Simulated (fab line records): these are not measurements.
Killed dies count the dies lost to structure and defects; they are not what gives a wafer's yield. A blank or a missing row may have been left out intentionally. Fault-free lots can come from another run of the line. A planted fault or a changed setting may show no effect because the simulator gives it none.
What tool caused it? || flow gf180mcu || 13 lots, 39 wafers sampled, at 5 steps of a route of 602

== WHAT EACH GAUGE READ, for each wafer ==
GF_STI_CD_MEAS_12: target cd 220 nm.
{"lot": "L854", "measured": "day 2 08:44", "on": "cd_sem-02", "cd_nm (nm)": "220.1 221.2 219.6"}
{"lot": "L855", "measured": "day 2 12:05", "on": "cd_sem-02", "cd_nm (nm)": "217.7 217.3 218.4"}
{"lot": "L856", "measured": "day 2 16:10", "on": "cd_sem-01", "cd_nm (nm)": "218.4 218.9 219.3"}
{"lot": "L859", "measured": "day 3 09:35", "on": "cd_sem-02", "cd_nm (nm)": "218.8 218.2 219.5"}
{"lot": "L861", "measured": "day 3 17:50", "on": "cd_sem-02", "cd_nm (nm)": "220.3 219.6 220.4"}
{"lot": "L865", "measured": "day 4 15:41", "on": "cd_sem-01", "cd_nm (nm)": "218.7 219.4 219.2"}
{"lot": "L868", "measured": "day 5 05:56", "on": "cd_sem-01", "cd_nm (nm)": "221.3 220.8 220.7"}
{"lot": "L869", "measured": "day 5 12:07", "on": "cd_sem-02", "cd_nm (nm)": "218.9 221.1 220.5"}
{"lot": "L870", "measured": "day 5 17:49", "on": "cd_sem-01", "cd_nm (nm)": "220.3 221.0 220.8"}
{"lot": "L871", "measured": "day 6 00:02", "on": "cd_sem-02", "cd_nm (nm)": "218.7 216.9 218.6"}
{"lot": "L872", "measured": "day 6 03:38", "on": "cd_sem-01", "cd_nm (nm)": "219.4 220.5 219.6"}
{"lot": "L873", "measured": "day 6 08:20", "on": "cd_sem-02", "cd_nm (nm)": "217.0 217.9 218.9"}
{"lot": "L875", "measured": "day 6 18:44", "on": "cd_sem-02", "cd_nm (nm)": "219.3 220.2 218.7"}

GF_STI_THK_MEAS_22.
{"lot": "L854", "measured": "day 2 10:35", "on": "film_metro-02", "STI_OXIDATION_01_THK (nm)": "14.63 14.77 14.86"}
{"lot": "L855", "measured": "day 2 13:56", "on": "film_metro-01", "STI_OXIDATION_01_THK (nm)": "14.89 15.20 15.07"}
{"lot": "L856", "measured": "day 2 19:03", "on": "film_metro-02", "STI_OXIDATION_01_THK (nm)": "15.03 14.78 14.97"}
{"lot": "L859", "measured": "day 3 13:50", "on": "film_metro-01", "STI_OXIDATION_01_THK (nm)": "14.73 14.94 14.78"}
{"lot": "L861", "measured": "day 3 20:31", "on": "film_metro-01", "STI_OXIDATION_01_THK (nm)": "14.78 14.74 14.98"}
{"lot": "L865", "measured": "day 4 17:32", "on": "film_metro-01", "STI_OXIDATION_01_THK (nm)": "15.22 15.09 15.13"}
{"lot": "L868", "measured": "day 5 07:54", "on": "film_metro-02", "STI_OXIDATION_01_THK (nm)": "14.93 15.30 15.08"}
{"lot": "L869", "measured": "day 5 13:58", "on": "film_metro-02", "STI_OXIDATION_01_THK (nm)": "15.02 15.15 15.29"}
{"lot": "L870", "measured": "day 5 19:40", "on": "film_metro-03", "STI_OXIDATION_01_THK (nm)": "15.63 15.51 15.50"}
{"lot": "L871", "measured": "day 6 02:23", "on": "film_metro-02", "STI_OXIDATION_01_THK (nm)": "15.21 15.53 15.71"}
{"lot": "L872", "measured": "day 6 06:00", "on": "film_metro-02", "STI_OXIDATION_01_THK (nm)": "15.23 14.94 14.91"}
{"lot": "L873", "measured": "day 6 10:11", "on": "film_metro-02", "STI_OXIDATION_01_THK (nm)": "15.32 15.54 15.02"}
{"lot": "L875", "measured": "day 6 20:35", "on": "film_metro-03", "STI_OXIDATION_01_THK (nm)": "15.25 15.29 15.00"}

GF_STI_THK_MEAS_24.
{"lot": "L854", "measured": "day 2 10:44", "on": "film_metro-01", "STI_CVD_23_THK (nm)": "648 645 650"}
{"lot": "L855", "measured": "day 2 14:04", "on": "film_metro-03", "STI_CVD_23_THK (nm)": "642 658 646"}
{"lot": "L856", "measured": "day 2 19:11", "on": "film_metro-03", "STI_CVD_23_THK (nm)": "651 641 647"}
{"lot": "L859", "measured": "day 3 13:58", "on": "film_metro-03", "STI_CVD_23_THK (nm)": "643 647 637"}
{"lot": "L861", "measured": "day 3 20:39", "on": "film_metro-03", "STI_CVD_23_THK (nm)": "644 649 636"}
{"lot": "L865", "measured": "day 4 17:41", "on": "film_metro-03", "STI_CVD_23_THK (nm)": "653 656 647"}
{"lot": "L868", "measured": "day 5 08:02", "on": "film_metro-01", "STI_CVD_23_THK (nm)": "642 643 649"}
{"lot": "L869", "measured": "day 5 14:07", "on": "film_metro-02", "STI_CVD_23_THK (nm)": "659 659 656"}
{"lot": "L870", "measured": "day 5 19:49", "on": "film_metro-02", "STI_CVD_23_THK (nm)": "632 632 639"}
{"lot": "L871", "measured": "day 6 02:31", "on": "film_metro-03", "STI_CVD_23_THK (nm)": "627 640 644"}
{"lot": "L872", "measured": "day 6 06:08", "on": "film_metro-01", "STI_CVD_23_THK (nm)": "652 642 653"}
{"lot": "L873", "measured": "day 6 10:20", "on": "film_metro-03", "STI_CVD_23_THK (nm)": "644 647 649"}
{"lot": "L875", "measured": "day 6 20:44", "on": "film_metro-01", "STI_CVD_23_THK (nm)": "642 637 634"}

== EACH LOT AND THE TOOL THAT RAN IT (in order: tool; ch and the chambers of the sampled wafers; start) ==
{"lot": "L854", "GF_STI_ETCH_13": "rie_diel-04 ch 0,1, day 2 08:51", "GF_STI_STRIP_15": "plasma_asher-02 ch 0,1, day 2 09:00"}
{"lot": "L855", "GF_STI_ETCH_13": "rie_diel-02 ch 0,1, day 2 12:11", "GF_STI_STRIP_15": "plasma_asher-02 ch 1, day 2 12:20"}
{"lot": "L856", "GF_STI_ETCH_13": "rie_diel-02 ch 2,3, day 2 16:14", "GF_STI_STRIP_15": "plasma_asher-01 ch 0,1, day 2 16:26"}
{"lot": "L859", "GF_STI_ETCH_13": "rie_diel-02 ch 0,1,2, day 3 09:42", "GF_STI_STRIP_15": "plasma_asher-01 ch 0,1, day 3 09:51"}
{"lot": "L861", "GF_STI_ETCH_13": "rie_diel-02 ch 1,2, day 3 17:57", "GF_STI_STRIP_15": "plasma_asher-02 ch 0,1, day 3 18:06"}
{"lot": "L865", "GF_STI_ETCH_13": "rie_diel-02 ch 0,3, day 4 15:49", "GF_STI_STRIP_15": "plasma_asher-03 ch 0,1, day 4 15:58"}
{"lot": "L868", "GF_STI_ETCH_13": "rie_diel-01 ch 0,2,3, day 5 06:04", "GF_STI_STRIP_15": "plasma_asher-03 ch 0,1, day 5 06:13"}
{"lot": "L869", "GF_STI_ETCH_13": "rie_diel-04 ch 0,3, day 5 12:14", "GF_STI_STRIP_15": "plasma_asher-02 ch 0,1, day 5 12:23"}
{"lot": "L870", "GF_STI_ETCH_13": "rie_diel-01 ch 1,2,3, day 5 17:56", "GF_STI_STRIP_15": "plasma_asher-02 ch 0,1, day 5 18:05"}
{"lot": "L871", "GF_STI_ETCH_13": "rie_diel-01 ch 0,1, day 6 00:10", "GF_STI_STRIP_15": "plasma_asher-03 ch 0, day 6 00:19"}
{"lot": "L872", "GF_STI_ETCH_13": "rie_diel-01 ch 0,1,3, day 6 03:45", "GF_STI_STRIP_15": "plasma_asher-02 ch 0,1, day 6 03:54"}
{"lot": "L873", "GF_STI_ETCH_13": "rie_diel-04 ch 0,1,3, day 6 08:27", "GF_STI_STRIP_15": "plasma_asher-02 ch 0,1, day 6 08:36"}
{"lot": "L875", "GF_STI_ETCH_13": "rie_diel-01 ch 0,2,3, day 6 18:52", "GF_STI_STRIP_15": "plasma_asher-02 ch 0,1, day 6 19:01"}
- GF_STI_ETCH_13: etches the open film in CHF3/O2, stops on Si, target depth 282.31 nm, time 112.9 s.
- GF_STI_STRIP_15: strips in O2/N2.

== AS READ BY THE TOOLS THEMSELVES (means over the sampled wafers that have a number; for cases with no such wafer, the mark the record gives instead) ==
GF_STI_ETCH_13.
{"lot": "L854", "tool": "rie_diel-04", "drypump_motor_current_A (A)": 5.9, "oes_product_au (a.u.)": 0.824, "throttle_valve_pct (%)": 8.812}
{"lot": "L855", "tool": "rie_diel-02", "drypump_motor_current_A (A)": 5.2, "oes_product_au (a.u.)": 0.824, "throttle_valve_pct (%)": 8.805}
{"lot": "L856", "tool": "rie_diel-02", "drypump_motor_current_A (A)": 5.9, "oes_product_au (a.u.)": 0.831, "throttle_valve_pct (%)": 8.807}
{"lot": "L859", "tool": "rie_diel-02", "drypump_motor_current_A (A)": 5.5, "oes_product_au (a.u.)": 0.829, "throttle_valve_pct (%)": 8.806}
{"lot": "L861", "tool": "rie_diel-02", "drypump_motor_current_A (A)": 5.4, "oes_product_au (a.u.)": 0.828, "throttle_valve_pct (%)": 8.796}
{"lot": "L865", "tool": "rie_diel-02", "drypump_motor_current_A (A)": 5.8, "oes_product_au (a.u.)": 0.837, "throttle_valve_pct (%)": 8.809}
{"lot": "L868", "tool": "rie_diel-01", "drypump_motor_current_A (A)": 5.5, "oes_product_au (a.u.)": 0.834, "throttle_valve_pct (%)": 8.813}
{"lot": "L869", "tool": "rie_diel-04", "drypump_motor_current_A (A)": 6.3, "oes_product_au (a.u.)": 0.821, "throttle_valve_pct (%)": 8.806}
{"lot": "L870", "tool": "rie_diel-01", "drypump_motor_current_A (A)": 5.5, "oes_product_au (a.u.)": 0.832, "throttle_valve_pct (%)": 8.822}
{"lot": "L871", "tool": "rie_diel-01", "drypump_motor_current_A (A)": 5.5, "oes_product_au (a.u.)": 0.835, "throttle_valve_pct (%)": 8.815}
{"lot": "L872", "tool": "rie_diel-01", "drypump_motor_current_A (A)": 5.6, "oes_product_au (a.u.)": 0.828, "throttle_valve_pct (%)": 8.806}
{"lot": "L873", "tool": "rie_diel-04", "drypump_motor_current_A (A)": 6.1, "oes_product_au (a.u.)": 0.840, "throttle_valve_pct (%)": 8.807}
{"lot": "L875", "tool": "rie_diel-01", "drypump_motor_current_A (A)": 5.5, "oes_product_au (a.u.)": 0.833, "throttle_valve_pct (%)": 8.810}

GF_STI_STRIP_15.
{"lot": "L854", "tool": "plasma_asher-02", "drypump_motor_current_A (A)": 5.62, "heater_power_w (W)": 341, "oes_product_au (a.u.)": 0.386, "strip_time_to_endpoint_s (s)": 3.78}
{"lot": "L855", "tool": "plasma_asher-02", "drypump_motor_current_A (A)": 5.78, "heater_power_w (W)": 357, "oes_product_au (a.u.)": 0.383, "strip_time_to_endpoint_s (s)": 3.77}
{"lot": "L856", "tool": "plasma_asher-01", "drypump_motor_current_A (A)": 5.31, "heater_power_w (W)": 292, "oes_product_au (a.u.)": 0.386, "strip_time_to_endpoint_s (s)": 3.77}
{"lot": "L859", "tool": "plasma_asher-01", "drypump_motor_current_A (A)": 5.32, "heater_power_w (W)": 292, "oes_product_au (a.u.)": 0.383, "strip_time_to_endpoint_s (s)": 3.73}
{"lot": "L861", "tool": "plasma_asher-02", "drypump_motor_current_A (A)": 5.61, "heater_power_w (W)": 338, "oes_product_au (a.u.)": 0.337, "strip_time_to_endpoint_s (s)": 2.59}
{"lot": "L865", "tool": "plasma_asher-03", "drypump_motor_current_A (A)": 5.72, "heater_power_w (W)": 342, "oes_product_au (a.u.)": 0.333, "strip_time_to_endpoint_s (s)": 2.61}
{"lot": "L868", "tool": "plasma_asher-03", "drypump_motor_current_A (A)": 5.71, "heater_power_w (W)": 355, "oes_product_au (a.u.)": 0.384, "strip_time_to_endpoint_s (s)": 3.79}
{"lot": "L869", "tool": "plasma_asher-02", "drypump_motor_current_A (A)": 5.71, "heater_power_w (W)": 351, "oes_product_au (a.u.)": 0.389, "strip_time_to_endpoint_s (s)": 3.78}
{"lot": "L870", "tool": "plasma_asher-02", "drypump_motor_current_A (A)": 5.61, "heater_power_w (W)": 345, "oes_product_au (a.u.)": 0.384, "strip_time_to_endpoint_s (s)": 3.75}
{"lot": "L871", "tool": "plasma_asher-03", "drypump_motor_current_A (A)": 5.73, "heater_power_w (W)": 327, "oes_product_au (a.u.)": 0.379, "strip_time_to_endpoint_s (s)": 3.71}
{"lot": "L872", "tool": "plasma_asher-02", "drypump_motor_current_A (A)": 5.61, "heater_power_w (W)": 340, "oes_product_au (a.u.)": 0.389, "strip_time_to_endpoint_s (s)": 3.76}
{"lot": "L873", "tool": "plasma_asher-02", "drypump_motor_current_A (A)": 5.70, "heater_power_w (W)": 347, "oes_product_au (a.u.)": 0.383, "strip_time_to_endpoint_s (s)": 3.76}
{"lot": "L875", "tool": "plasma_asher-02", "drypump_motor_current_A (A)": 5.70, "heater_power_w (W)": 349, "oes_product_au (a.u.)": 0.388, "strip_time_to_endpoint_s (s)": 3.73}

== THE ANSWER, worked out from the rows above alone ==
Rule: what is usual is taken from the lots themselves. Put in order of their means at a reading, lots are off if they are a third of the lots or fewer, leave a main group of 4 or more, and stand apart from it by a gap of 3 or more times the standard deviation of the main group's means; of several such gaps the widest counts. A main group is skipped when, at the precision printed for the reading in the tables above, its means are all equal. A lot without any number at a reading at which 4 lots or more have one is off too. Where the step has rows for the other lots, those lots are counted as sound. First the gauges in route order, then the tools' own readings, where a lot's mean is used as printed above. The first step at which some lot is off is used, and at that step the reading that is off furthest; a lot without a number counts as furthest.
Off: L861, L865 (GF_STI_STRIP_15, strip_time_to_endpoint_s). For the main group the mean is 3.76 s and the standard deviation 0.024.
A tool fits if, at that step or a process step before it, it ran every lot that is off, and no sound lot after the first of them. One fits: GF_STI_ETCH_13 on rie_diel-02. A fault onset in the window from L859 (day 3 09:42, its last sound lot) to L861 (day 3 17:57, its first lot off) fits.

== WHAT HAD BEEN PUT IN BY THE SIMULATOR ==
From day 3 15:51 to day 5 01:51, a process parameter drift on rie_diel-02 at GF_STI_ETCH_13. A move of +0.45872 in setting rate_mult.
Struck lots among those shown: L861, L865. The rule given above showed the same thing.
